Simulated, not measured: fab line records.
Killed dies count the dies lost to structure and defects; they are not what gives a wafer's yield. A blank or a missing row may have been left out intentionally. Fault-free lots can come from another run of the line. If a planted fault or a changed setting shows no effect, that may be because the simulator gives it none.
Code-filled problem report in 8D (eight disciplines) form || flow sky130 || the parts of the form that need people (team, actions taken, sign-off) are left out

== 1. WHAT WENT WRONG ==
Wafers free of any fault read 0.425 ohm/sq (standard deviation 0.0049) for VIA1_W_RS at SKY_VIA1_RS_MEAS_22, against a mean of 0.322 ohm/sq on 3 wafers of 2 lots. That puts it -21 standard deviations away from the usual mean.
The step: measures by four-point-probe.
The first sign was on wafer L409.4 at day 38 12:09, on film metro-02. Wafers with a number at this step in the record: 30, from 10 lots. By rule, "out" or "out of limits" means more than 4 standard deviations away from the usual mean. The rest of the wafers with a number are treated as sound.

== 2. WHAT IT IS, WHAT IT ISN'T ==
{"question": "which readings at this step", "is": "VIA1_W_RS", "is not": "-"}
{"question": "which lots", "is": "L408, L409", "is not": "L396, L398, L400, L401, L405, L407, L414, L419"}
{"question": "which wafers of those lots", "is": "L408.2, L408.5, L409.4", "is not": "L408.6, L409.1, L409.3"}
{"question": "read on which gauges", "is": "film metro-02, film metro-04", "is not": "film metro-01"}
{"question": "when", "is": "from day 38 12:09", "is not": "up to then (20 sound wafers); but 7 sound wafers of L408, L414, L419 came after"}

== 3. WHAT RULES OUT EACH SUSPECT ==
Counting: any tool at a process step up to the reading remains a suspect provided it ran every lot that is out. Sound lots after the first of them don't rule it out here, since some wafers of a struck lot are sound.
- the gauge at SKY_VIA1_RS_MEAS_22 has been ruled out. The wafers that are out were read on 2 gauges (film metro-02, film metro-04).
- cvd w-02 at SKY_VIA1_CVD_21 (deposits W, target thk 270 nm, time 80.902 s): kept. It processed each lot that is out (first: L409, day 38 12:03); up to then, its last sound lot is L407 (day 38 11:49).
- Within cvd w-02 at SKY_VIA1_CVD_21, the wafers that are out were processed in chamber 0 and their sound lot-mates in chamber 1.
Left after counting: cvd w-02 at SKY_VIA1_CVD_21.

== 4. THE CAUSE (what the simulator had put in) ==
cvd w-02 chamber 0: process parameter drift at SKY_VIA1_CVD_21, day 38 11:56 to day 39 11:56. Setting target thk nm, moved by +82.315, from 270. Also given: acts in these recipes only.
After counting, this tool was the only one left.

== 5. THE EFFECT CHAIN, in route order ==
Rows list readings where the struck wafers' mean (over those with a number) sits beyond 3 standard deviations from the usual. Readings are gone through only where the record gives a usual standard deviation; hours: the median, over the lots, of the time from a lot's start at the first step in this table giving one to that lot's start at this step; sigmas: the change measured in usual standard deviations.
{"hours": 0, "step": "SKY_VIA1_RS_MEAS_22", "reading": "VIA1_W_RS", "usual": "0.425 ohm/sq", "on struck wafers": 0.322, "change": -0.103, "sigmas": -21}
{"hours": 3, "step": "SKY_VIA1_THK_MEAS_23", "reading": "VIA1_W_THK", "usual": "269 nm", "on struck wafers": 350, "change": "+81", "sigmas": "+19"}
{"hours": 6, "step": "SKY_VIA1_CMP_24", "reading": "time to endpoint s", "usual": "67 s", "on struck wafers": 87, "change": "+20", "sigmas": "+6.3"}
The process steps in it:
- SKY_VIA1_CMP_24: polishes, stops on SiO2, t overpolish 15 s, target thk 0 nm.

== 6. WHAT WOULD HAVE CAUGHT IT SOONER ==
In this record the first reading out of limits at a measuring or inspecting step was taken at day 38 12:09, 0 hours after the fault began at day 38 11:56.
No tool reading at SKY_VIA1_CVD_21 that has a usual standard deviation in the record was out on any struck wafer, so an alarm limit of 4 standard deviations on those readings would not have fired.
L408, from the lots that are out (2), started SKY_VIA1_CVD_21 on cvd w-02 later than day 38 12:09. Had the tool been put on hold then, it would have been spared.
